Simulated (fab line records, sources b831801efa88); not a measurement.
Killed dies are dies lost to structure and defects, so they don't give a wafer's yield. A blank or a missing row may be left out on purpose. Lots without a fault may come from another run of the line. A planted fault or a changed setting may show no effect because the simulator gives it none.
Problem report in the 8D (eight disciplines) form, filled by code | flow sfq_line | the parts of the form that need people (team, actions taken, sign-off) are left out

1. THE PROBLEM
rf_fwd_power_W at SFQ_TRILAYER_I3_VIA_BARC_OPEN_VIA_ETCH_121 reads a mean of 291.8 W on 2 wafers of 2 lots; wafers without a fault read 494.8 W with a standard deviation of 2.5. That is -81 standard deviations from the usual mean.
The step: etches BARC in O2, target depth 125 nm, time 41.7 s.
First seen on wafer L133.4, day 41 00:13, on rie_diel-04. The record holds 42 wafers of 14 lots with a number at this step. Rule for "out", or "out of limits": more than 4 standard deviations from the usual mean. The other wafers with a number count as sound.

2. WHAT IT IS AND WHAT IT IS NOT
question                    | is                | is not
which readings at this step | rf_fwd_power_W    | drypump_motor_current_A, oes_product_au
which lots                  | L133, L135        | L122, L124, L125, L127, L128, L129, L138, L139, L140, L141, L143, L145
which wafers of those lots  | L133.4, L135.1    | L133.2, L133.6, L135.2, L135.4
read on which tools         | rie_diel-04       | rie_diel-01, rie_diel-02
when                        | from day 41 00:13 | up to then (20 sound wafers); but 20 sound wafers of L135, L138, L139, L140, L141, L143, L145 came after

3. SUSPECTS, AND WHAT RULES EACH OUT
Counting: a tool at a process step up to the reading stays a suspect if it ran every lot that is out. Sound lots after the first of them don't rule it out here, since some wafers of a struck lot are sound.
- rie_diel-04 at SFQ_TRILAYER_I3_VIA_BARC_OPEN_VIA_ETCH_121 (etches BARC in O2, target depth 125 nm, time 41.7 s): kept. It ran every lot that is out, first L133 (day 41 00:13); its last sound lot up to then is L128 (day 38 23:04). Its own readings are out on those wafers: rf_fwd_power_W.
- Within rie_diel-04 at SFQ_TRILAYER_I3_VIA_BARC_OPEN_VIA_ETCH_121: the wafers that are out ran in chamber 0; their sound lot-mates ran in chambers 1, 2.
Left after counting: rie_diel-04 at SFQ_TRILAYER_I3_VIA_BARC_OPEN_VIA_ETCH_121.

4. THE CAUSE (what the simulator had put in)
Process parameter drift: rie_diel-04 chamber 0, from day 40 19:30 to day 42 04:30, at SFQ_TRILAYER_I3_VIA_BARC_OPEN_VIA_ETCH_121. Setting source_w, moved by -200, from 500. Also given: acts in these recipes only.
Counting left only this tool.

5. THE CHAIN OF EFFECTS, in route order
Each row: a reading whose mean over the struck wafers that have a number lies more than 3 standard deviations from the usual. Only readings for which the record gives a usual standard deviation are gone through. hours: the time from each lot's start at the first step in this table that gives one to its start at this step, as a median over the lots. sigmas: the change in usual standard deviations.
hours | step                                       | reading        | usual   | on struck wafers | change | sigmas
0     | SFQ_TRILAYER_I3_VIA_BARC_OPEN_VIA_ETCH_121 | rf_fwd_power_W | 494.8 W | 291.8            | -203.1 | -81
The process steps in it:
- SFQ_TRILAYER_I3_VIA_BARC_OPEN_VIA_ETCH_121: etches BARC in O2, target depth 125 nm, time 41.7 s.

6. WHAT WOULD HAVE CAUGHT IT SOONER
In this record the first reading out of limits was taken at day 41 00:13, 5 hours after the fault began at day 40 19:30.
